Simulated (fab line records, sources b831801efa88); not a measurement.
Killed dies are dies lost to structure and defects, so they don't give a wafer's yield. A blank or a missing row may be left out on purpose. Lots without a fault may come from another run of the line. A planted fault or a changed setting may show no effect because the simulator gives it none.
Which tool did it? | flow gf180mcu | 14 lots, 42 wafers sampled, at 6 steps of a route of 602

WHAT THE GAUGES READ, wafer by wafer
GF_MVPSD_OVL_MEAS_07.
lot  | measured     | on         | MVPSD_OVL (nm)
L809 | day 4 23:54  | overlay-01 | 3.0 1.5 0.5
L812 | day 5 18:02  | overlay-02 | 1.8 1.4 1.8
L814 | day 6 05:46  | overlay-01 | 2.2 2.0 5.2
L816 | day 6 19:40  | overlay-02 | 0.5 1.6 2.2
L818 | day 7 05:27  | overlay-02 | 1.0 0.9 -0.8
L819 | day 7 14:12  | overlay-02 | 1.0 0.7 0.9
L823 | day 8 12:02  | overlay-01 | 3.0 1.0 1.9
L826 | day 9 07:28  | overlay-02 | 2.2 2.9 2.3
L827 | day 9 13:30  | overlay-01 | 0.8 1.2 0.6
L828 | day 9 18:49  | overlay-01 | 0.2 0.7 2.0
L829 | day 10 00:07 | overlay-01 | 0.2 0.2 1.3
L830 | day 10 07:43 | overlay-02 | 1.7 0.0 1.5
L831 | day 10 14:03 | overlay-02 | 2.3 1.3 -0.5
L832 | day 10 20:52 | overlay-02 | 4.8 3.0 2.6

GF_HV_LDD_CD_MEAS_31: target cd 400 nm.
lot  | measured     | on        | cd_nm (nm)
L809 | day 11 13:28 | cd_sem-01 | 402.4 401.5 399.9
L812 | day 12 14:34 | cd_sem-01 | 401.6 401.4 398.6
L814 | day 13 05:44 | cd_sem-01 | 400.0 400.0 400.1
L816 | day 13 21:26 | cd_sem-01 | 399.9 401.7 399.7
L818 | day 14 09:02 | cd_sem-02 | 407.7 406.1 407.7
L819 | day 14 22:20 | cd_sem-02 | 405.6 406.1 405.4
L823 | day 16 06:21 | cd_sem-01 | 400.1 399.6 401.6
L826 | day 17 07:27 | cd_sem-02 | 399.9 400.0 400.0
L827 | day 17 16:56 | cd_sem-01 | 401.1 401.7 398.4
L828 | day 17 18:46 | cd_sem-01 | 404.4 403.0 400.8
L829 | day 18 03:33 | cd_sem-02 | 403.3 403.8 402.6
L830 | day 18 10:48 | cd_sem-01 | 397.8 400.9 398.7
L831 | day 18 22:53 | cd_sem-02 | 399.7 400.2 401.8
L832 | day 19 05:08 | cd_sem-01 | 398.1 396.6 398.9

GF_HV_LDD_THK_MEAS_57.
lot  | measured     | on            | HV_LDD_CVD_56_THK (nm)
L809 | day 12 12:29 | film_metro-01 | 90.3 89.9 90.1
L812 | day 13 14:08 | film_metro-02 | 89.1 89.4 90.0
L814 | day 14 06:34 | film_metro-01 | 90.1 89.1 89.2
L816 | day 14 22:19 | film_metro-04 | 89.4 89.5 89.7
L818 | day 15 10:10 | film_metro-04 | 88.5 88.5 88.9
L819 | day 16 00:24 | film_metro-01 | 89.8 89.8 88.8
L823 | day 17 09:19 | film_metro-04 | 89.2 89.4 89.1
L826 | day 18 10:30 | film_metro-02 | 88.0 88.3 88.5
L827 | day 18 20:52 | film_metro-02 | 88.8 90.1 88.9
L828 | day 18 23:11 | film_metro-02 | 89.0 89.2 89.1
L829 | day 19 08:16 | film_metro-01 | 89.6 89.6 89.7
L830 | day 19 14:50 | film_metro-01 | 89.7 90.0 90.5
L831 | day 20 03:12 | film_metro-01 | 90.2 90.5 89.9
L832 | day 20 10:04 | film_metro-01 | 89.0 88.2 89.1

GF_CONTACT_RS_MEAS_25: measures by four-point-probe.
lot  | measured     | on            | CONTACT_W_RS (ohm/sq)
L809 | day 16 02:14 | film_metro-02 | 0.381 0.392 0.379
L812 | day 17 07:40 | film_metro-02 | 0.387 0.380 0.382
L814 | day 18 02:12 | film_metro-04 | 0.376 0.375 0.386
L816 | day 18 19:13 | film_metro-02 | 0.374 0.383 0.373
L818 | day 19 08:07 | film_metro-02 | 0.382 0.383 0.382
L819 | day 20 01:52 | film_metro-01 | 0.383 0.391 0.386
L823 | day 21 13:59 | film_metro-01 | 0.379 0.380 0.374
L826 | day 22 13:31 | film_metro-02 | 0.382 0.383 0.382
L827 | day 22 22:42 | film_metro-02 | 0.380 0.378 0.377
L828 | day 23 01:28 | film_metro-01 | 0.378 0.375 0.375
L829 | day 23 10:33 | film_metro-02 | 0.376 0.382 0.378
L830 | day 23 17:28 | film_metro-02 | 0.380 0.375 0.383
L831 | day 24 04:11 | film_metro-02 | 0.380 0.374 0.381
L832 | day 24 10:58 | film_metro-04 | 0.372 0.380 0.371

WHICH TOOL RAN EACH LOT (tool, then ch and the chambers of the sampled wafers, then the start)
lot  | GF_HV_LDD_COAT_26                 | GF_HV_LDD_STRIP_37
L809 | litho_track-02 ch 0, day 11 03:44 | plasma_asher-03 ch 0,1, day 11 14:13
L812 | litho_track-04 ch 0, day 12 04:49 | plasma_asher-01 ch 0,1, day 12 15:17
L814 | litho_track-04 ch 0, day 12 19:56 | plasma_asher-04 ch 0,1, day 13 06:29
L816 | litho_track-02 ch 0, day 13 11:05 | plasma_asher-01 ch 0,1, day 13 22:11
L818 | litho_track-02 ch 0, day 13 22:32 | plasma_asher-01 ch 1, day 14 09:47
L819 | litho_track-02 ch 0, day 14 11:38 | plasma_asher-04 ch 0,1, day 14 23:06
L823 | litho_track-04 ch 0, day 15 19:16 | plasma_asher-04 ch 0,1, day 16 07:05
L826 | litho_track-03 ch 0, day 16 19:54 | plasma_asher-04 ch 0,1, day 17 08:13
L827 | litho_track-03 ch 0, day 17 04:57 | plasma_asher-01 ch 0,1, day 17 17:41
L828 | litho_track-02 ch 0, day 17 07:01 | plasma_asher-04 ch 0, day 17 19:31
L829 | litho_track-04 ch 0, day 17 15:25 | plasma_asher-01 ch 0,1, day 18 04:17
L830 | litho_track-02 ch 0, day 17 22:58 | plasma_asher-01 ch 0,1, day 18 11:32
L831 | litho_track-02 ch 0, day 18 09:47 | plasma_asher-01 ch 0,1, day 18 23:39
L832 | litho_track-02 ch 0, day 18 16:28 | plasma_asher-03 ch 0,1, day 19 05:54
- GF_HV_LDD_COAT_26: resist thk 1000 nm.
- GF_HV_LDD_STRIP_37: strips in O2/N2.

WHAT THE TOOLS THEMSELVES READ (means of the sampled wafers that have a number; where no wafer has one, the mark that the record gives instead)
GF_HV_LDD_STRIP_37.
lot  | tool            | drypump_motor_current_A (A) | heater_power_w (W) | oes_product_au (a.u.) | strip_time_to_endpoint_s (s)
L809 | plasma_asher-03 | 5.47                        | 318                | 0.718                 | 12.67
L812 | plasma_asher-01 | 5.48                        | 320                | 0.723                 | 12.64
L814 | plasma_asher-04 | 5.46                        | 346                | 0.715                 | 12.61
L816 | plasma_asher-01 | 5.28                        | 334                | 0.718                 | 12.60
L818 | plasma_asher-01 | 5.08                        | 339                | 0.711                 | 11.94
L819 | plasma_asher-04 | 5.47                        | 349                | 0.716                 | 11.97
L823 | plasma_asher-04 | 5.45                        | 346                | 0.715                 | 12.62
L826 | plasma_asher-04 | 5.57                        | 336                | 0.717                 | 12.60
L827 | plasma_asher-01 | 5.28                        | 327                | 0.714                 | 12.64
L828 | plasma_asher-04 | 5.66                        | 334                | 0.714                 | 12.64
L829 | plasma_asher-01 | 5.47                        | 325                | 0.717                 | 12.57
L830 | plasma_asher-01 | 5.30                        | 329                | 0.712                 | 12.60
L831 | plasma_asher-01 | 5.49                        | 326                | 0.719                 | 12.57
L832 | plasma_asher-03 | 5.72                        | 314                | 0.713                 | 12.63

THE ANSWER, worked out from the rows above alone
Rule: what is usual is taken from the lots themselves. Put in order of their means at a reading, lots are off if they are a third of the lots or fewer, leave a main group of 4 or more, and stand apart from it by a gap of 3 or more times the standard deviation of the main group's means; of several such gaps the widest counts. A main group whose means are all the same, to the digits that the tables above print for the reading, isn't used. A lot without any number at a reading at which 4 lots or more have one is off too. The other lots that the step has rows for count as sound. The gauges are gone through in route order, then the tools' own readings, and for those a lot's mean is taken as printed above. The first step at which some lot is off is used, and at that step the reading that is off furthest; a lot without a number counts as furthest.
Off: L818, L819, at GF_HV_LDD_STRIP_37 (strip_time_to_endpoint_s). The main group: mean 12.62 s, standard deviation 0.029.
A tool fits if, at that step or a process step before it, it ran every lot that is off, and no sound lot after the first of them. None of those tried fits.

WHAT THE SIMULATOR HAD PUT IN
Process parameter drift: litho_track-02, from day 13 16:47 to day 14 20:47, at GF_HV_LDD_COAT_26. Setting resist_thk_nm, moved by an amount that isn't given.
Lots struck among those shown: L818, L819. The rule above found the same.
